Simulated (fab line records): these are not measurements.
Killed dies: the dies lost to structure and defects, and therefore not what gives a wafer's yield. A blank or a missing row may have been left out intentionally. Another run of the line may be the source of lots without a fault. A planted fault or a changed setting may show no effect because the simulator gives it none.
Problem report in the 8D (eight disciplines) form, filled by code | flow sky130 | the parts of the form that need people (team, actions taken, sign-off) are left out

## 1. THE PROBLEM
chamberPressureTorr at SKY_LI_CONTACT_CVD_21 reads a mean of 46.29 Torr on 1 wafer of 1 lot; wafers without a fault read 40.00 Torr with a standard deviation of 0.094. That puts it +67 standard deviations away from the usual mean.
The step: deposits W, target thk 400 nm, time 120.56 s.
Seen first at day 33 23:02 on cvdW-02, wafer L251.5. Wafers with a number at this step in the record: 36, from 12 lots. Rule for "out", or "out of limits": more than 4 standard deviations from the usual mean. The rest of the wafers with a number are treated as sound.

## 2. WHAT IT IS; WHAT IT IS NOT
question                    | is                  | is not
which readings at this step | chamberPressureTorr | heaterPowerW
which lots                  | L251                | L235, L236, L238, L239, L240, L241, L243, L244, L246, L257, L258
which wafers of those lots  | L251.5              | L251.1, L251.3
read on which tools         | cvdW-02             | cvdW-01
when                        | from day 33 23:02   | up to then (29 sound wafers); but 6 sound wafers of L257, L258 came after

## 3. WHAT RULES OUT EACH SUSPECT
Counting: if a tool at a process step up to the reading ran every lot that is out, it stays a suspect. Sound lots after the first of them don't rule it out here, since some wafers of a struck lot are sound.
- cvdW-02 at SKY_LI_CONTACT_CVD_21 (deposits W, target thk 400 nm, time 120.56 s): kept. It processed L251, the lot that is out, at day 33 23:02, and its most recent sound lot before then was L246 at day 32 19:33. Its own chamberPressureTorr readings are out on those wafers.
- The sound lot-mates ran in chamber 1 of cvdW-02 at SKY_LI_CONTACT_CVD_21, but the wafers that are out ran in chamber 0.
Remaining after the count: cvdW-02 at SKY_LI_CONTACT_CVD_21.

## 4. THE CAUSE (what the simulator had put in)
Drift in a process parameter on cvdW-02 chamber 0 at SKY_LI_CONTACT_CVD_21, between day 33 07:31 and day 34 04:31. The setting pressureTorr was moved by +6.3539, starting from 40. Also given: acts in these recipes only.
Only this tool survived the counting.

## 5. SEQUENCE OF EFFECTS, ordered by route
Each row: a reading where the mean over the struck wafers with a number is more than 3 standard deviations away from the usual. Readings are gone through only where the record gives a usual standard deviation; hours: the median, over the lots, of the time from a lot's start at the first step in this table giving one to that lot's start at this step; sigmas: the change measured in usual standard deviations.
hours | step                       | reading             | usual        | on struck wafers | change | sigmas
0     | SKY_LI_CONTACT_CVD_21      | chamberPressureTorr | 40.00 Torr   | 46.29            | +6.29  | +67
0     | SKY_LI_CONTACT_RS_MEAS_22  | LI_CONTACT_W_RS     | 0.281 ohm/sq | 0.268            | -0.013 | -3.7
0     | SKY_LI_CONTACT_THK_MEAS_23 | LI_CONTACT_W_THK    | 407 nm       | 438              | +31    | +3.9
Its process steps:
- SKY_LI_CONTACT_CVD_21: deposits W, target thk 400 nm, time 120.56 s.

## 6. HOW IT WOULD HAVE BEEN CAUGHT EARLIER
In this record no reading fell out of limits until day 33 23:02, 16 hours after the fault had begun at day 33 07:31.
